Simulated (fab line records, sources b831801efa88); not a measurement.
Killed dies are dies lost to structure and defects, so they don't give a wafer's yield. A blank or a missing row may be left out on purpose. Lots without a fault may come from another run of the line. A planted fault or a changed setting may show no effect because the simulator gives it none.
Which tool did it? | flow gf180mcu | 13 lots, 39 wafers sampled, at 4 steps of a route of 602

WHAT THE GAUGES READ, wafer by wafer
GF_PSD_RS_MEAS_14: measures by four-point-probe.
lot  | measured     | on            | NSD_RS (ohm/sq)
L252 | day 14 17:47 | film_metro-04 | 46.04 46.05 46.09
L253 | day 14 22:07 | film_metro-03 | 46.26 46.20 46.14
L255 | day 15 22:17 | film_metro-03 | 46.11 46.18 46.16
L256 | day 16 01:51 | film_metro-03 | 46.14 46.11 46.21
L258 | day 16 18:01 | film_metro-03 | 46.21 46.27 46.16
L259 | day 17 02:10 | film_metro-02 | 46.14 45.99 46.19
L260 | day 17 07:05 | film_metro-02 | 46.19 46.27 46.24
L261 | day 17 22:15 | film_metro-04 | 46.08 46.04 46.04
L262 | day 18 13:17 | film_metro-03 | 46.29 46.12 46.09
L265 | day 19 10:29 | film_metro-03 | 42.73 42.62 42.70
L268 | day 20 12:08 | film_metro-03 | 42.63 42.54 42.48
L271 | day 21 09:35 | film_metro-02 | 46.12 46.15 46.20
L272 | day 21 16:11 | film_metro-03 | 46.24 46.19 46.24

GF_PSD_RS_MEAS_15: measures by four-point-probe.
lot  | measured     | on            | PSD_RS (ohm/sq)
L252 | day 14 17:54 | film_metro-04 | 108.2 107.8 108.3
L253 | day 14 22:14 | film_metro-03 | 109.3 108.7 108.5
L255 | day 15 22:25 | film_metro-03 | 108.4 108.5 108.7
L256 | day 16 01:58 | film_metro-03 | 108.9 108.9 109.0
L258 | day 16 18:08 | film_metro-03 | 108.5 108.9 108.9
L259 | day 17 02:17 | film_metro-02 | 108.5 108.0 108.3
L260 | day 17 07:12 | film_metro-02 | 108.7 108.8 109.2
L261 | day 17 22:22 | film_metro-04 | 108.2 107.9 108.2
L262 | day 18 13:24 | film_metro-03 | 108.6 108.4 108.2
L265 | day 19 10:36 | film_metro-03 | 98.5 98.8 99.0
L268 | day 20 12:16 | film_metro-03 | 98.2 98.3 98.3
L271 | day 21 09:42 | film_metro-02 | 108.5 108.5 109.2
L272 | day 21 16:18 | film_metro-03 | 109.0 109.1 108.7

GF_SAB_THK_MEAS_01.
lot  | measured     | on            | SAB_CVD_00_THK (nm)
L252 | day 14 18:02 | film_metro-01 | 50.6 49.8 51.0
L253 | day 14 22:22 | film_metro-01 | 49.6 50.3 50.3
L255 | day 15 22:31 | film_metro-01 | 50.1 49.4 49.7
L256 | day 16 02:07 | film_metro-04 | 50.2 51.0 51.4
L258 | day 16 18:15 | film_metro-01 | 49.5 50.3 51.1
L259 | day 17 02:24 | film_metro-03 | 50.0 50.5 50.7
L260 | day 17 07:20 | film_metro-03 | 50.5 50.6 50.6
L261 | day 17 22:31 | film_metro-01 | 49.9 51.0 51.2
L262 | day 18 13:32 | film_metro-03 | 51.1 50.4 51.6
L265 | day 19 10:44 | film_metro-01 | 49.5 50.8 50.7
L268 | day 20 12:24 | film_metro-01 | 49.9 51.7 50.5
L271 | day 21 09:50 | film_metro-03 | 50.1 50.7 50.9
L272 | day 21 16:25 | film_metro-01 | 50.4 49.9 51.1

WHICH TOOL RAN EACH LOT (tool, then ch and the chambers of the sampled wafers, then the start)
lot  | GF_PSD_RTA_13
L252 | rtp_anneal-01 ch 0, day 14 17:41
L253 | rtp_anneal-02 ch 0, day 14 22:02
L255 | rtp_anneal-02 ch 0, day 15 22:11
L256 | rtp_anneal-01 ch 0, day 16 01:46
L258 | rtp_anneal-02 ch 0, day 16 17:55
L259 | rtp_anneal-01 ch 0, day 17 02:04
L260 | rtp_anneal-02 ch 0, day 17 07:00
L261 | rtp_anneal-02 ch 0, day 17 22:10
L262 | rtp_anneal-01 ch 0, day 18 13:12
L265 | rtp_anneal-01 ch 0, day 19 10:23
L268 | rtp_anneal-01 ch 0, day 20 12:04
L271 | rtp_anneal-02 ch 0, day 21 09:29
L272 | rtp_anneal-02 ch 0, day 21 16:05
- GF_PSD_RTA_13: time 20 s.

WHAT THE TOOLS THEMSELVES READ (means of the sampled wafers that have a number; where no wafer has one, the mark that the record gives instead)
GF_PSD_RTA_13.
lot  | tool          | lamp_power_pct (%) | wafer_temp_C_max
L252 | rtp_anneal-01 | 34.1               | 1029.9
L253 | rtp_anneal-02 | 30.9               | 1030.7
L255 | rtp_anneal-02 | 30.9               | 1030.1
L256 | rtp_anneal-01 | 34.1               | 1028.1
L258 | rtp_anneal-02 | 30.9               | 1030.5
L259 | rtp_anneal-01 | 34.2               | 1029.3
L260 | rtp_anneal-02 | 31.0               | 1031.6
L261 | rtp_anneal-02 | 30.9               | 1030.2
L262 | rtp_anneal-01 | 34.1               | 1029.1
L265 | rtp_anneal-01 | 34.1               | 1029.8
L268 | rtp_anneal-01 | 34.2               | 1028.7
L271 | rtp_anneal-02 | 30.9               | 1032.8
L272 | rtp_anneal-02 | 30.9               | 1031.3

THE ANSWER, worked out from the rows above alone
Rule: what is usual is taken from the lots themselves. Put in order of their means at a reading, lots are off if they are a third of the lots or fewer, leave a main group of 4 or more, and stand apart from it by a gap of 3 or more times the standard deviation of the main group's means; of several such gaps the widest counts. A main group whose means are all the same, to the digits that the tables above print for the reading, isn't used. A lot without any number at a reading at which 4 lots or more have one is off too. The other lots that the step has rows for count as sound. The gauges are gone through in route order, then the tools' own readings, and for those a lot's mean is taken as printed above. The first step at which some lot is off is used, and at that step the reading that is off furthest; a lot without a number counts as furthest.
Off: L265, L268, at GF_PSD_RS_MEAS_14 (NSD_RS). The main group: mean 46.16 ohm/sq, standard deviation 0.059.
A tool fits if, at a process step before that reading, it ran every lot that is off, and no sound lot after the first of them. The gauges at GF_PSD_RS_MEAS_14 are tried like those tools. One fits: rtp_anneal-01 at GF_PSD_RTA_13. Its last sound lot is L262 (day 18 13:12), its first lot that is off L265 (day 19 10:23): a fault that began between those two fits.

WHAT THE SIMULATOR HAD PUT IN
Process parameter drift: rtp_anneal-01, from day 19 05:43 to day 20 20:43, at GF_PSD_RTA_13. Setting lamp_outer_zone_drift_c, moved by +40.
Lots struck among those shown: L265, L268. The rule above found the same.
